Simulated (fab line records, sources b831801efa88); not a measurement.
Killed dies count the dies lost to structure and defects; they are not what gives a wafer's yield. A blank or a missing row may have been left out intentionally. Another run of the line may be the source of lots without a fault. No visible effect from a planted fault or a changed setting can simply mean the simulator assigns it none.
fab line records -- flow sky130 -- part 2 of 2: steps 31 to 39 of 39
record lots=5, wafers=15, last_day=49
route steps=708 shown LI_CONTACT@368 LOCAL_INTERCONNECT@387 CONTACT@406
lots with no fault: from the same line, run without faults
start_h: hours from the record's opening day to when the first of the lot's shown wafers began -- wait_h: how many hours have passed since the lot's step before this one -- " identical to the entry in the row above -- L1.1+2: a row that stands for several wafers -- - either no value or no given start -- * or withheld: withheld -- < > ~ a bound
route shown NAME@n: names a module that has steps shown in the file, with the first one's number in the route -- usual: average and standard deviation across the fault-free wafers -- same: alike in all rows -- chamber/n: place in a boat -- sites: each site's reading -- _std_site: standard deviation of those values -- _edge_site: outer sites' mean less inner sites' -- radius_mm: how far each site lies from the wafer's centre -- mask NAME#n: copy n -- behind: tool/chamber where the wafer was last shaped -- hold: reason for holding the lot/hours on hold/outcome of the hold -- device: transistor that didn't switch, given as n, p or np -- end of line: at the end of the route, the tests of the same wafers -- a step with no rows: only its recipe -- killed: dies lost to structure and defects at the first sort, not the wafer's yield -- map: shows each die of a wafer: x if killed, . if not, _ if none is there
set.NAME: the setting as run; set.NAME@STEP: as run at that earlier step -- model.NAME: the simulator's own value behind a step, which no gauge read
certain route steps with their lots: each step a table, each wafer a row
services: a tool's chamber out of use, with start hour (start_h, from the record's first day; less than 0 if before it), hours out, and reason
## steps
# step SKY_LOCAL_INTERCONNECT_CD_MEAS_11
# recipe target_cd_nm=170
# usual cd_nm=169.9/1.2
lot.wafer,tool,chamber,start_h,wait_h,cd_nm
L076.1,cd_sem-01,-,730.66,-,172.2
L076.2,cd_sem-01,-,730.66,-,171.5
L076.5,cd_sem-01,-,730.66,-,169.7
L079.1,cd_sem-01,-,742.62,-,170.5
L079.3,cd_sem-01,-,742.62,-,170.5
L079.4,cd_sem-01,-,742.62,-,170.1
L081.1,cd_sem-01,-,765.41,-,169.9
L081.2,cd_sem-01,-,765.41,-,171.4
L081.5,cd_sem-01,-,765.41,-,169.2
L084.1,cd_sem-01,-,784.26,-,170.7
L084.3,cd_sem-01,-,784.26,-,171.0
L084.5,cd_sem-01,-,784.26,-,171.7
L092.3,cd_sem-02,-,853.44,-,168.3
L092.4,cd_sem-02,-,853.44,-,168.8
L092.6,cd_sem-02,-,853.44,-,169.1
# step SKY_LOCAL_INTERCONNECT_OVL_MEAS_12
# usual LOCAL_INTERCONNECT_OVL=2/5.8
lot.wafer,tool,chamber,start_h,wait_h,LOCAL_INTERCONNECT_OVL[nm]
L076.1,overlay-01,-,730.78,0.1,-9
L076.2,overlay-01,-,730.78,0.1,-7
L076.5,overlay-01,-,730.78,0.1,-10
L079.1,overlay-02,-,742.74,0.1,3
L079.3,overlay-02,-,742.74,0.1,6
L079.4,overlay-02,-,742.74,0.1,-2
L081.1,overlay-01,-,765.53,0.1,6
L081.2,overlay-01,-,765.53,0.1,5
L081.5,overlay-01,-,765.53,0.1,9
L084.1,overlay-01,-,784.38,0.1,0
L084.3,overlay-01,-,784.38,0.1,-1
L084.5,overlay-01,-,784.38,0.1,2
L092.3,overlay-02,-,853.53,0.1,2
L092.4,overlay-02,-,853.53,0.1,2
L092.6,overlay-02,-,853.53,0.1,5
# step SKY_LOCAL_INTERCONNECT_ETCH_13
# recipe chemistry=N2/H2, target=BARC, ion_energy_ev=200, bias_w=100, pressure_mtorr=30, n2_flow_sccm=100, h2_flow_sccm=200, icp_w=500, stop_on=SiO2, time_s=45.9, target_depth_a=600
# usual drypump_motor_current_A=6.1/0.4, oes_product_au=0.855/0.0047, throttle_valve_pct=13.224/0.0087
lot.wafer,tool,chamber,start_h,wait_h,drypump_motor_current_A,oes_product_au,rf_hours_counter_h,throttle_valve_pct
L076.1,rie_metal-04,0,730.82,0.0,5.8,0.859,6,13.216
L076.2,rie_metal-04,1,730.82,0.0,5.5,0.854,3,13.224
L076.5,rie_metal-04,0,730.82,0.0,5.8,0.857,-,13.232
L079.1,rie_metal-02,1,742.78,0.0,5.8,0.844,6,13.213
L079.3,rie_metal-02,1,742.78,0.0,5.8,0.855,-,13.215
L079.4,rie_metal-02,0,742.78,0.0,6.1,0.855,-,13.227
L081.1,rie_metal-04,0,765.57,0.0,5.8,0.852,7,13.223
L081.2,rie_metal-04,1,765.57,0.0,5.5,0.862,4,13.225
L081.5,rie_metal-04,1,765.57,0.0,5.4,0.859,-,13.218
L084.1,rie_metal-02,0,784.42,0.0,6.0,0.858,17,13.225
L084.3,rie_metal-02,1,784.42,0.0,5.9,0.852,-,13.222
L084.5,rie_metal-02,1,784.42,0.0,5.9,0.847,-,13.219
L092.3,rie_metal-01,1,853.57,0.0,6.6,0.860,-,13.227
L092.4,rie_metal-01,0,853.57,0.0,6.6,0.863,-,13.225
L092.6,rie_metal-01,1,853.57,0.0,6.6,0.859,-,13.212
# step SKY_LOCAL_INTERCONNECT_METAL_ETCH_14
# recipe target_depth_nm=110, stop_on=PSG, chemistry=Cl2/BCl3, target=TiN, resist_sidewall_deg=88, pressure_mtorr=10, icp_w=900, bias_w=48.5, Cl2_flow_sccm=60, bcl3_flow_sccm=30, time_s=31.4
# usual bcl3_flow_sccm=30.02/0.1, drypump_motor_current_A=6.1/0.39, oes_product_au=0.942/0.0073, throttle_valve_pct=21.900/0.0097
lot.wafer,tool,chamber,start_h,wait_h,bcl3_flow_sccm,drypump_motor_current_A,oes_product_au,rf_hours_counter_h,throttle_valve_pct
L076.1,rie_metal-04,0,730.88,0.0,29.99,5.8,0.943,6,21.894
L076.2,rie_metal-04,1,730.88,0.0,29.96,5.5,0.938,3,21.907
L076.5,rie_metal-04,0,730.88,0.0,30.00,5.8,0.939,-,21.905
L079.1,rie_metal-02,1,742.87,0.1,30.01,5.9,0.937,6,21.903
L079.3,rie_metal-02,1,742.87,0.1,30.04,5.9,0.940,-,21.908
L079.4,rie_metal-02,0,742.87,0.1,30.07,6.0,0.931,-,21.900
L081.1,rie_metal-04,0,765.63,0.0,29.96,5.8,0.947,7,21.898
L081.2,rie_metal-04,1,765.63,0.0,30.08,5.5,0.930,4,21.885
L081.5,rie_metal-04,1,765.63,0.0,30.01,5.5,0.932,-,21.906
L084.1,rie_metal-02,0,784.48,0.0,30.02,6.0,0.941,17,21.896
L084.3,rie_metal-02,1,784.48,0.0,29.86,5.9,0.939,-,21.904
L084.5,rie_metal-02,1,784.48,0.0,29.85,5.9,0.934,-,21.912
L092.3,rie_metal-01,1,853.63,0.0,29.99,6.6,0.953,-,21.892
L092.4,rie_metal-01,0,853.63,0.0,30.01,6.6,0.942,-,21.901
L092.6,rie_metal-01,1,853.63,0.0,29.98,6.6,0.945,-,21.901
# step SKY_LOCAL_INTERCONNECT_STRIP_15
# recipe chemistry=O2/N2, power_w=1400, pressure_mtorr=1500, platen_temp_c=withheld, o2_flow_sccm=3000, n2_flow_sccm=300, overash_fraction=0.5
# usual drypump_motor_current_A=5.78/0.25, oes_product_au=0.427/0.0047, strip_time_to_endpoint_s=4.718/0.021
lot.wafer,tool,chamber,start_h,wait_h,drypump_motor_current_A,oes_product_au,rf_hours_counter_h,strip_time_to_endpoint_s
L076.1,plasma_asher-01,1,730.93,0.0,6.05,0.428,26,4.731
L076.2,plasma_asher-01,0,730.93,0.0,5.54,0.421,26,4.756
L076.5,plasma_asher-01,0,730.93,0.0,5.56,0.426,-,4.711
L079.1,plasma_asher-04,0,742.93,0.0,5.72,0.420,0,4.728
L079.3,plasma_asher-04,0,742.93,0.0,5.73,0.432,-,4.721
L079.4,plasma_asher-04,1,742.93,0.0,5.24,0.427,-,4.705
L081.1,plasma_asher-03,0,765.68,0.0,5.94,0.423,96,4.691
L081.2,plasma_asher-03,1,765.68,0.0,5.91,0.436,96,4.734
L081.5,plasma_asher-03,1,765.68,0.0,5.91,0.431,-,4.728
L084.1,plasma_asher-03,1,784.53,0.0,5.94,0.421,98,4.705
L084.3,plasma_asher-03,0,784.53,0.0,5.93,0.421,-,4.724
L084.5,plasma_asher-03,1,784.53,0.0,5.94,0.428,-,4.725
L092.3,plasma_asher-03,1,853.70,0.1,5.93,0.422,-,4.697
L092.4,plasma_asher-03,0,853.70,0.1,5.93,0.430,-,4.709
L092.6,plasma_asher-03,1,853.70,0.1,5.91,0.414,-,4.707
# step SKY_LOCAL_INTERCONNECT_STRIP_16
# recipe chemistry=post_etch_residue_remover, time_s=1200, temp_c=72.5
lot.wafer,tool,chamber,start_h,wait_h
L076.1+2+5,wet_bench-01,2,731.03,0.1
L079.1+3+4,wet_bench-04,0,743.03,0.1
L081.1+2+5,wet_bench-01,1,765.78,0.1
L084.1+3+5,wet_bench-04,0,784.63,0.1
L092.3+4+6,wet_bench-04,1,853.77,0.0
# step SKY_LOCAL_INTERCONNECT_CLEAN_17
# recipe chemistry=IPA, time_s=180, temp_c=25
lot.wafer,tool,chamber,start_h,wait_h
L076.1+2+5,wet_bench-03,2,731.37,0.0
L079.1+3+4,wet_bench-03,2,743.38,0.0
L081.1+2+5,wet_bench-03,1,766.12,0.0
L084.1+3+5,wet_bench-03,3,784.97,0.0
L092.3+4+6,wet_bench-03,3,854.11,0.0
# step SKY_LOCAL_INTERCONNECT_CLEAN_18
# recipe chemistry=O3/DIW, dry=n2_spin
lot.wafer,tool,chamber,start_h,wait_h
L076.1+2+5,wet_bench-04,0,731.43,0.0
L079.1+3+4,wet_bench-01,1,743.43,0.0
L081.1+2+5,wet_bench-01,1,766.18,0.0
L084.1+3+5,wet_bench-01,0,785.03,0.0
L092.3+4+6,wet_bench-04,1,854.17,0.0
# step SKY_CONTACT_CVD_00
# recipe material=Si3N4, target_thk_nm=75, temp_c=400, time_s=withheld, rf_w=450
# usual heater_power_w=718/100
lot.wafer,tool,chamber,start_h,wait_h,heater_power_w
L076.1,pecvd-02,0,731.52,0.0,731
L076.2,pecvd-02,1,731.52,0.0,719
L076.5,pecvd-02,0,731.52,0.0,752
L079.1,pecvd-04,0,743.53,0.0,665
L079.3,pecvd-04,1,743.53,0.0,672
L079.4,pecvd-04,0,743.53,0.0,670
L081.1,pecvd-02,0,766.27,0.0,763
L081.2,pecvd-02,1,766.27,0.0,749
L081.5,pecvd-02,1,766.27,0.0,763
L084.1,pecvd-02,1,785.15,0.0,811
L084.3,pecvd-02,0,785.15,0.0,649
L084.5,pecvd-02,1,785.15,0.0,811
L092.3,pecvd-03,2,854.26,0.0,652
L092.4,pecvd-03,2,854.26,0.0,665
L092.6,pecvd-03,1,854.26,0.0,825
## services
tool,chamber,start_h,hours,kind
krf_scanner-01,-,663.03,1.0,pm
cvd_w-02,-,668.47,2.8,pm
krf_scanner-02,-,669.90,0.8,pm
plasma_asher-03,-,685.28,4.2,repair
rie_diel-03,0,686.26,8.1,repair
krf_scanner-02,-,689.01,1.3,pm
rie_metal-04,-,690.63,0.4,repair
krf_scanner-02,-,699.91,4.4,repair
rie_diel-03,3,704.79,4.6,repair
cmp-01,-,710.68,1.0,repair
krf_scanner-01,-,712.66,4.0,pm
krf_scanner-01,-,716.68,4.4,pm
rie_diel-03,1,720.04,5.4,repair
pvd_sputter-02,-,733.77,2.1,repair
krf_scanner-02,-,746.39,1.0,pm
cmp-01,-,747.72,4.0,pm
plasma_asher-03,-,754.59,1.1,repair
krf_scanner-01,-,765.13,1.3,pm
krf_scanner-01,-,777.36,0.8,pm
wet_bench-04,-,806.32,3.1,repair
pvd_sputter-01,-,824.31,1.1,repair
krf_scanner-01,-,828.58,0.4,repair
krf_scanner-01,-,832.03,1.0,pm
pvd_sputter-04,-,843.99,1.3,repair
